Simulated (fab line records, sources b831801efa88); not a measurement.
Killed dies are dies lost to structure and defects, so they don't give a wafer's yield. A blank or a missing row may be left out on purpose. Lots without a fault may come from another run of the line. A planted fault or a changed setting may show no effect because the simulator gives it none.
A struck lot beside a sound one | flow sky130 | 32 steps out of a route of 708
Sound: wafers L255.1, L255.4, L255.6. Struck: wafer L246.4. (L246.5 of the same lot was not struck and is left out.) The cause comes at the end.
At each step with rows: each side's tool, then ch and its chambers, then its first start. Under that, the readings that differ: sound wafers | struck wafers | difference of the means | sigmas: that difference in standard deviations of wafers without a fault.
alike: readings whose means differ by less than 2 such deviations, and words and numbers that are the same on both sides. not compared: withheld readings, readings that some wafer has no value for, bounds like >300 that may hide the same value, and numbers for which the record gives no deviation and whose values overlap.
The two part at a step that has a row with sigmas, a row that says differs or no value, or rows on one side only. Numbers that don't overlap but have no deviation are shown without sigmas and don't part them. A reading that every wafer of one side lacks parts them only if that side has two wafers or more.

first, 4 steps without rows for these wafers: SKY_VIA1_STRIP_17 (strips in post etch residue remover, time 1200 s); SKY_VIA1_CLEAN_18 (cleans in IPA, time 180 s); SKY_VIA1_CLEAN_19 (cleans in O3/DIW); SKY_VIA1_SPUTTER_20 (material TiN, target thk 20 nm, time 80 s).
SKY_VIA1_CVD_21: deposits W, target thk 270 nm, time 80.902 s.
  sound on cvd_w-02 ch 1, day 38 19:08; struck on cvd_w-02 ch 0, day 35 18:04
  alike: heater_power_w
SKY_VIA1_RS_MEAS_22: measures by four-point-probe.
  sound on film_metro-03, day 38 19:14; struck on film_metro-04, day 35 18:11
  alike: VIA1_W_RS
SKY_VIA1_THK_MEAS_23: measures by xrf.
  sound on film_metro-03, day 38 19:21; struck on film_metro-04, day 35 18:17
  alike: VIA1_W_THK
then, 1 step without rows for these wafers: SKY_VIA1_CMP_24 (polishes, stops on SiO2, t overpolish 15 s, target thk 0 nm).
SKY_METAL2_SPUTTER_00: material Ti, target thk 15 nm, time 10 s.
  sound on pvd_sputter-04, day 38 19:43; struck on pvd_sputter-03, day 35 18:37
  alike: throttle_valve_pct
then, 2 steps without rows for these wafers: SKY_METAL2_SPUTTER_01 (material TiN, target thk 20 nm, time 16.7 s); SKY_METAL2_SPUTTER_02 (material AlCu, target thk 250 nm, time 13.3 s).
SKY_METAL2_SPUTTER_03: material Ti, target thk 5 nm, time 3.3 s.
  sound on pvd_sputter-04, day 38 19:47; struck on pvd_sputter-03, day 35 18:41
  alike: throttle_valve_pct
SKY_METAL2_SPUTTER_04: material TiN, target thk 70 nm, time 58.3 s.
  sound on pvd_sputter-04, day 38 19:48; struck on pvd_sputter-03, day 35 18:42
  reading                                    | sound             | struck | difference | sigmas
  model.TiN_of_METAL2_SPUTTER_04.thk_nm (nm) | 70.11 69.79 70.43 | 39.63  | -30.48     |
  alike: throttle_valve_pct
SKY_METAL2_RS_MEAS_05: measures by four-point-probe.
  sound on film_metro-01, day 38 19:51; struck on film_metro-04, day 35 18:49
  alike: METAL2_ALCU_RS
SKY_METAL2_THK_MEAS_06: measures by xrf.
  sound on film_metro-01, day 38 19:58; struck on film_metro-04, day 35 18:54
  reading              | sound       | struck | difference | sigmas
  METAL2_ALCU_THK (nm) | 246 247 246 | 263    | +17        | +5
then, 8 steps without rows for these wafers: SKY_METAL2_DEHYDRATE_07 (time 60 s); SKY_METAL2_HMDS_08 (prime time 60 s); SKY_METAL2_COAT_09 (resist thk 60 nm); SKY_METAL2_COAT_10 (resist thk 450 nm); SKY_METAL2_SOFTBAKE_11 (time 90 s); SKY_METAL2_EXPOSE_12 (exposes mask MM2, target cd 140 nm); SKY_METAL2_PEB_13; SKY_METAL2_DEVELOP_14 (develop time 60 s).
SKY_METAL2_CD_MEAS_15: target cd 140 nm.
  sound on cd_sem-02, day 39 20:50; struck on cd_sem-01, day 36 21:05
  reading    | sound             | struck | difference | sigmas
  cd_nm (nm) | 137.1 137.3 136.3 | 141.3  | +4.4       | +3
SKY_METAL2_OVL_MEAS_16:
  sound on overlay-01, day 39 20:57; struck on overlay-02, day 36 21:09
  alike: METAL2_OVL
SKY_METAL2_DESCUM_17: chemistry O2, time 8 s.
  sound on rie_metal-01 ch 0,1, day 39 20:59; struck on rie_metal-03 ch 1, day 36 21:11
  alike: drypump_motor_current_A, oes_product_au
  not compared: rf_hours_counter_h
then, 2 steps without rows for these wafers: SKY_METAL2_ETCH_18 (etches BARC in N2/H2, stops on SiO2, time 45.9 s, target depth 60 nm); SKY_METAL2_METAL_ETCH_19 (etches the open film in Cl2/BCl3, stops on SiO2, target depth 360 nm, time 78 s).
SKY_METAL2_STRIP_20: strips in O2/N2.
  sound on plasma_asher-02 ch 0,1, day 39 21:10; struck on plasma_asher-01 ch 0, day 36 21:23
  alike: drypump_motor_current_A, oes_product_au, strip_time_to_endpoint_s
  not compared: rf_hours_counter_h
SKY_METAL2_STRIP_21: strips in post etch residue remover, time 1200 s.
  sound on wet_bench-04 ch 1, day 39 21:16; struck on wet_bench-02 ch 3, day 36 21:28
  reading                                    | sound             | struck | difference | sigmas
  model.TiN_of_METAL2_SPUTTER_04.thk_nm (nm) | 69.69 69.37 70.01 | 39.21  | -30.48     |
  alike: bath_guard_temp_C
then, 1 step without rows for these wafers: SKY_METAL2_CLEAN_22 (cleans in IPA, time 180 s).
-- the record jumps here: 10 days lie between the struck wafers' starts before and after (it left off in module METAL2 and takes up again in module PAD_OPEN, whose first step shown is number 708 of the route) --
SKY_PAD_OPEN_PROBE_99:
  sound on prober-02, day 49 09:10; struck on prober-01, day 47 02:43
  reading                       | sound             | struck | difference | sigmas
  model.etest.via2_chain.rc_ohm | 10.12 9.837 10.14 | 9.31   | -0.72      |
  alike: defect_limited_yield, killed_at_M0_to_M3, killed_at_M4_up, killed_at_contacts, killed_at_front_end, killed_at_other, killed_dies, killed_open, killed_short, sort_bin_3_pad_short, sort_bin_5_function, sort_bin_6_memory, sort_n_pass, sort_yield_pct

WHERE THEY PART
First at SKY_METAL2_THK_MEAS_06; last, within this record, at SKY_METAL2_CD_MEAS_15. Later steps at which nothing parts them and some readings are alike: SKY_METAL2_OVL_MEAS_16, SKY_METAL2_DESCUM_17, SKY_METAL2_STRIP_20, SKY_METAL2_STRIP_21, SKY_PAD_OPEN_PROBE_99.

WHY: what the simulator had put in
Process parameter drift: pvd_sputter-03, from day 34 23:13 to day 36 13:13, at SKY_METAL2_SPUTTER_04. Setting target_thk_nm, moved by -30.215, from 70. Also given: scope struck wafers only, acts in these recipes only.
